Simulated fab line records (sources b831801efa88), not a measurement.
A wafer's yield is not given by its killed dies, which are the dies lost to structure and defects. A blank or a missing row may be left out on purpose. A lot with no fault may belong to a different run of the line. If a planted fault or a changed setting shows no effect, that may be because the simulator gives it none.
Chamber matching ; flow gf180mcu ; GF_V5_CVD_02 on pecvd-01: 3 sister chambers
The step deposits SiO2 from TEOS, target thk 1450 nm, time 163.28 s. 6 wafers are shown with their chamber, then 9 later ones without.

## EACH WAFER AND ITS CHAMBER
wafer;chamber;heater-power-w (W);susceptor-temp-C (C)
L526.4;2;642;399.90
L529.4;0;1074;399.78
L529.6;1;655;399.80
L538.2;0;981;399.82
L538.3;1;639;400.72
L538.4;2;509;399.80

## WAFERS WHOSE CHAMBER IS MISSING
wafer;heater-power-w (W);susceptor-temp-C (C)
L540.1;1060;399.94
L540.2;535;400.21
L540.5;656;400.24
L541.2;562;399.67
L541.3;1008;400.03
L541.4;869;399.83
L542.1;895;400.00
L542.3;537;400.01
L542.4;595;399.81

## WHICH CHAMBER EACH WENT THROUGH
wafer;from the rows above;in truth
L540.1;0;0
L540.2;can't be placed: 2 or 1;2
L540.5;can't be placed: 1 or 2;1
L541.2;can't be placed: 2 or 1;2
L541.3;0;0
L541.4;can't be placed: 0 or 1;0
L542.1;can't be placed: 0 or 1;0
L542.3;can't be placed: 2 or 1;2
L542.4;can't be placed: 2 or 1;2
Placed correctly: 2 of 9. From these rows, 7 cannot be placed; in 7 the true chamber is one of the candidates. 0 placed wrongly.
How it was worked out, from the rows above alone: a wafer's distance from a chamber is the root of the sum, over the readings, of the square of ((its reading less the chamber's mean) divided by the reading's scatter). If the next closest chamber is less than 2 further off than the closest, the wafer can't be placed; otherwise it belongs to the closest. The mean given for a chamber averages the wafers shown for that chamber. The scatter: the root of (the sum of the squares of (reading less its chamber's mean) over the shown wafers, divided by (wafers less chambers)).
